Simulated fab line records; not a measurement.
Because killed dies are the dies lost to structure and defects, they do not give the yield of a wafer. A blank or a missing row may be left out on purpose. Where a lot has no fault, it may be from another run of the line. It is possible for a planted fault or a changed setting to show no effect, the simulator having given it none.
Which tool was responsible? || flow gf180mcu || Sampling: 12 lots, 36 wafers, 3 of 602 route steps

## WHAT EACH GAUGE READ, for each wafer
GF_TOP_METAL_OVL_MEAS_15.
{"lot": "L419", "measured": "day 28 04:10", "on": "overlay-01", "TOP_METAL_OVL (nm)": "3.6 3.2 3.5"}
{"lot": "L420", "measured": "day 28 08:25", "on": "overlay-02", "TOP_METAL_OVL (nm)": "0.8 -0.4 1.2"}
{"lot": "L421", "measured": "day 28 20:01", "on": "overlay-02", "TOP_METAL_OVL (nm)": "2.2 1.6 0.8"}
{"lot": "L422", "measured": "day 29 02:43", "on": "overlay-02", "TOP_METAL_OVL (nm)": "-0.5 1.2 1.5"}
{"lot": "L423", "measured": "day 29 09:13", "on": "overlay-01", "TOP_METAL_OVL (nm)": "1.1 2.0 3.4"}
{"lot": "L424", "measured": "day 29 16:59", "on": "overlay-01", "TOP_METAL_OVL (nm)": "2.9 3.7 4.1"}
{"lot": "L429", "measured": "day 31 05:04", "on": "overlay-02", "TOP_METAL_OVL (nm)": "2.2 2.1 1.9"}
{"lot": "L433", "measured": "day 32 05:31", "on": "overlay-01", "TOP_METAL_OVL (nm)": "3.1 2.0 0.4"}
{"lot": "L434", "measured": "day 32 12:02", "on": "overlay-01", "TOP_METAL_OVL (nm)": "2.4 -0.1 1.8"}
{"lot": "L436", "measured": "day 33 05:40", "on": "overlay-01", "TOP_METAL_OVL (nm)": "2.0 2.3 2.3"}
{"lot": "L438", "measured": "day 33 09:01", "on": "overlay-01", "TOP_METAL_OVL (nm)": "2.8 1.7 1.7"}
{"lot": "L441", "measured": "day 34 03:20", "on": "overlay-01", "TOP_METAL_OVL (nm)": "2.0 1.7 -0.6"}

## WHICH TOOL RAN EACH LOT (tool, then ch and the chambers of the sampled wafers, then the start)
{"lot": "L419", "GF_V5_CLEAN_20": "wet bench-04 ch 0, day 27 06:38", "GF_TOP_METAL_SPUTTER_03": "pvd sputter-01, day 27 07:53"}
{"lot": "L420", "GF_V5_CLEAN_20": "wet bench-03 ch 3, day 27 12:00", "GF_TOP_METAL_SPUTTER_03": "pvd sputter-01, day 27 12:58"}
{"lot": "L421", "GF_V5_CLEAN_20": "wet bench-03 ch 1, day 28 00:08", "GF_TOP_METAL_SPUTTER_03": "pvd sputter-03, day 28 01:06"}
{"lot": "L422", "GF_V5_CLEAN_20": "wet bench-02 ch 0, day 28 06:09", "GF_TOP_METAL_SPUTTER_03": "pvd sputter-01, day 28 07:07"}
{"lot": "L423", "GF_V5_CLEAN_20": "wet bench-02 ch 3, day 28 13:17", "GF_TOP_METAL_SPUTTER_03": "pvd sputter-01, day 28 14:19"}
{"lot": "L424", "GF_V5_CLEAN_20": "wet bench-04 ch 3, day 28 20:38", "GF_TOP_METAL_SPUTTER_03": "pvd sputter-04, day 28 21:42"}
{"lot": "L429", "GF_V5_CLEAN_20": "wet bench-03 ch 3, day 30 09:29", "GF_TOP_METAL_SPUTTER_03": "pvd sputter-03, day 30 10:28"}
{"lot": "L433", "GF_V5_CLEAN_20": "wet bench-02 ch 0, day 31 11:33", "GF_TOP_METAL_SPUTTER_03": "pvd sputter-03, day 31 12:31"}
{"lot": "L434", "GF_V5_CLEAN_20": "wet bench-02 ch 1, day 31 18:10", "GF_TOP_METAL_SPUTTER_03": "pvd sputter-03, day 31 19:07"}
{"lot": "L436", "GF_V5_CLEAN_20": "wet bench-04 ch 3, day 32 12:06", "GF_TOP_METAL_SPUTTER_03": "pvd sputter-03, day 32 13:23"}
{"lot": "L438", "GF_V5_CLEAN_20": "wet bench-03 ch 3, day 32 15:28", "GF_TOP_METAL_SPUTTER_03": "pvd sputter-01, day 32 16:26"}
{"lot": "L441", "GF_V5_CLEAN_20": "wet bench-03 ch 0, day 33 10:41", "GF_TOP_METAL_SPUTTER_03": "pvd sputter-01, day 33 11:40"}
- GF_V5_CLEAN_20: cleans in DIW.
- GF_TOP_METAL_SPUTTER_03: material Ti, target thk 5 nm, time 3.3 s.

## WHAT THE TOOLS THEMSELVES READ (means of the sampled wafers that have a number; where no wafer has one, the mark that the record gives instead)
GF_TOP_METAL_SPUTTER_03.
{"lot": "L419", "tool": "pvd sputter-01", "throttle valve pct (%)": 29.5}
{"lot": "L420", "tool": "pvd sputter-01", "throttle valve pct (%)": 29.1}
{"lot": "L421", "tool": "pvd sputter-03", "throttle valve pct (%)": 30.3}
{"lot": "L422", "tool": "pvd sputter-01", "throttle valve pct (%)": 29.5}
{"lot": "L423", "tool": "pvd sputter-01", "throttle valve pct (%)": 29.2}
{"lot": "L424", "tool": "pvd sputter-04", "throttle valve pct (%)": 29.4}
{"lot": "L429", "tool": "pvd sputter-03", "throttle valve pct (%)": 30.6}
{"lot": "L433", "tool": "pvd sputter-03", "throttle valve pct (%)": 29.9}
{"lot": "L434", "tool": "pvd sputter-03", "throttle valve pct (%)": 29.6}
{"lot": "L436", "tool": "pvd sputter-03", "throttle valve pct (%)": 29.5}
{"lot": "L438", "tool": "pvd sputter-01", "throttle valve pct (%)": 30.1}
{"lot": "L441", "tool": "pvd sputter-01", "throttle valve pct (%)": 29.7}

## THE ANSWER, worked out from the rows above alone
Rule: the lots themselves supply what counts as usual. The widest of any qualifying gaps counts: lots, ordered by their means at a reading, are off when they make up no more than a third of the lots, leave a main group of 4 or more, and stand apart from it by 3 or more times the standard deviation of that group's means. A main group is skipped when, at the precision printed for the reading in the tables above, its means are all equal. Also off: a lot with no number at a reading for which 4 or more lots have one. Where the step has rows for the other lots, those lots are counted as sound. After the gauges, taken in route order, come the tools' own readings; for these a lot's mean is taken, as printed above. The first step at which some lot is off is used, and at that step the reading that is off furthest; a lot without a number counts as furthest.
None of the lots is off at any reading shown; this tells nothing.

## WHAT THE SIMULATOR HAD INSERTED
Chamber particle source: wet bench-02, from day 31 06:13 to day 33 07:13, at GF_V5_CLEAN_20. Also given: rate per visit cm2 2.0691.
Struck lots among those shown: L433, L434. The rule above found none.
